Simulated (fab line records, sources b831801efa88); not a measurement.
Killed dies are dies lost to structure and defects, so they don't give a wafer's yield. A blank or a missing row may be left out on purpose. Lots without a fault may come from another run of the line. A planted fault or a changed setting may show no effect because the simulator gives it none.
Which tool did it? | flow sky130 | 13 lots, 39 wafers sampled, at 4 steps of a route of 708

WHAT THE GAUGES READ, wafer by wafer
SKY_VIA4_OVL_MEAS_11. Usual: VIA4_OVL -1.4 nm, standard deviation 1.2.
lot  | measured     | on         | VIA4_OVL (nm)  | flag
L706 | day 42 13:50 | overlay-02 | -2.2 -2.0 -2.4 |
L707 | day 42 23:24 | overlay-02 | -0.1 2.4 -0.4  |
L708 | day 43 10:25 | overlay-02 | -2.1 -0.1 -1.0 |
L709 | day 44 04:58 | overlay-02 | -0.6 -1.7 0.0  |
L712 | day 44 14:40 | overlay-02 | 0.9 -2.7 0.0   |
L713 | day 44 17:38 | overlay-01 | 0.4 -1.1 -0.8  |
L714 | day 45 06:23 | overlay-02 | -1.2 -1.3 -3.0 |
L717 | day 46 03:51 | overlay-01 | 0.3 -1.1 -2.0  |
L720 | day 46 16:01 | overlay-02 | -4.0 -1.4 -2.5 |
L722 | day 46 22:12 | overlay-02 | -2.3 -1.6 -1.1 |
L723 | day 47 09:32 | overlay-02 | -1.8 -1.6 -2.5 |
L724 | day 47 20:01 | overlay-02 | -1.9 -1.3 -1.6 |
L729 | day 48 17:36 | overlay-02 | -2.0 -2.0 -2.5 |

SKY_PAD_OPEN_BOW_MEAS_13. Usual: PAD_OPEN_BOW 46 um, standard deviation 8.5.
lot  | measured     | on            | PAD_OPEN_BOW (um) | flag
L706 | day 45 14:19 | film_metro-01 | 41 50 57          |
L707 | day 45 21:58 | film_metro-01 | 49 45 44          |
L708 | day 46 07:37 | film_metro-02 | 59 52 49          |
L709 | day 47 01:53 | film_metro-01 | 46 45 53          |
L712 | day 47 12:30 | film_metro-02 | 47 36 43          |
L713 | day 47 12:34 | film_metro-01 | 56 41 41          |
L714 | day 48 01:05 | film_metro-04 | 37 24 25          |
L717 | day 48 18:23 | film_metro-02 | 48 45 51          |
L720 | day 49 07:11 | film_metro-02 | 56 38 44          |
L722 | day 49 11:55 | film_metro-02 | 53 62 45          |
L723 | day 49 21:35 | film_metro-02 | 52 35 37          |
L724 | day 50 06:52 | film_metro-01 | 46 42 53          |
L729 | day 50 23:05 | film_metro-02 | 41 46 47          |

WHICH TOOL RAN EACH LOT (tool, then ch and the chambers of the sampled wafers, then the start)
lot  | SKY_VIA2_HDPCVD_00               | SKY_METAL3_DESCUM_15
L706 | hdpcvd-02 ch 0,1, day 35 00:02   | rie_metal-04 ch 0,1, day 38 08:14
L707 | hdpcvd-02 ch 0,1,2, day 35 09:28 | rie_metal-03 ch 0,1, day 38 18:23
L708 | hdpcvd-01 ch 1,2, day 35 22:20   | rie_metal-03 ch 0,1, day 39 06:16
L709 | hdpcvd-02 ch 0,2, day 36 17:19   | rie_metal-01 ch 0,1, day 40 00:10
L712 | hdpcvd-01 ch 0,1,2, day 37 05:59 | rie_metal-03 ch 0,1, day 40 11:03
L713 | hdpcvd-02 ch 0,1,2, day 37 10:00 | rie_metal-03 ch 0,1, day 40 16:00
L714 | hdpcvd-02 ch 1,2, day 37 22:29   | rie_metal-01 ch 0,1, day 41 04:51
L717 | hdpcvd-02 ch 0,1,2, day 39 00:23 | rie_metal-01 ch 0,1, day 42 04:57
L720 | hdpcvd-01 ch 0,1, day 39 18:29   | rie_metal-03 ch 0,1, day 42 20:08
L722 | hdpcvd-02 ch 0,1,2, day 40 00:35 | rie_metal-03 ch 0,1, day 43 02:20
L723 | hdpcvd-02 ch 0,2, day 40 11:14   | rie_metal-01 ch 0,1, day 43 14:04
L724 | hdpcvd-02 ch 0,1, day 41 01:14   | rie_metal-03 ch 0,1, day 44 02:30
L729 | hdpcvd-01 ch 0,1,2, day 42 05:32 | rie_metal-01 ch 0,1, day 45 05:28
- SKY_VIA2_HDPCVD_00: deposits SiO2, target thk 1180 nm, time 196.7 s.
- SKY_METAL3_DESCUM_15: chemistry O2, time 8 s.

WHAT THE TOOLS THEMSELVES READ (means of the sampled wafers that have a number; where no wafer has one, the mark that the record gives instead)
SKY_METAL3_DESCUM_15. Usual: drypump_motor_current_A 5.5 A, standard deviation 0.53; oes_product_au 0.995 a.u., standard deviation 0.01.
lot  | tool         | drypump_motor_current_A (A) | oes_product_au (a.u.) | flag
L706 | rie_metal-04 | 5.7                         | 1.000                 |
L707 | rie_metal-03 | 6.2                         | 0.995                 |
L708 | rie_metal-03 | 5.9                         | 1.002                 |
L709 | rie_metal-01 | 5.1                         | 0.981                 |
L712 | rie_metal-03 | 6.2                         | 0.993                 |
L713 | rie_metal-03 | 6.2                         | 0.998                 |
L714 | rie_metal-01 | 5.2                         | 0.991                 |
L717 | rie_metal-01 | 5.2                         | 0.994                 |
L720 | rie_metal-03 | 6.2                         | 0.991                 |
L722 | rie_metal-03 | 6.2                         | 1.000                 |
L723 | rie_metal-01 | 5.1                         | 0.979                 |
L724 | rie_metal-03 | 6.2                         | 0.991                 |
L729 | rie_metal-01 | 5.2                         | 0.992                 |

THE ANSWER, worked out from the rows above alone
Rule: a lot is off if the mean of its wafers that have a number lies more than 3 standard deviations from the usual mean. A lot without any number at a reading at which 4 lots or more have one is off too. The other lots that the step has rows for count as sound. The gauges are gone through in route order, then the tools' own readings, and for those a lot's mean is taken as printed above. The first step at which some lot is off is used, and at that step the reading that is off furthest; a lot without a number counts as furthest.
No lot is off at any reading shown: from this, nothing can be told.

WHAT THE SIMULATOR HAD PUT IN
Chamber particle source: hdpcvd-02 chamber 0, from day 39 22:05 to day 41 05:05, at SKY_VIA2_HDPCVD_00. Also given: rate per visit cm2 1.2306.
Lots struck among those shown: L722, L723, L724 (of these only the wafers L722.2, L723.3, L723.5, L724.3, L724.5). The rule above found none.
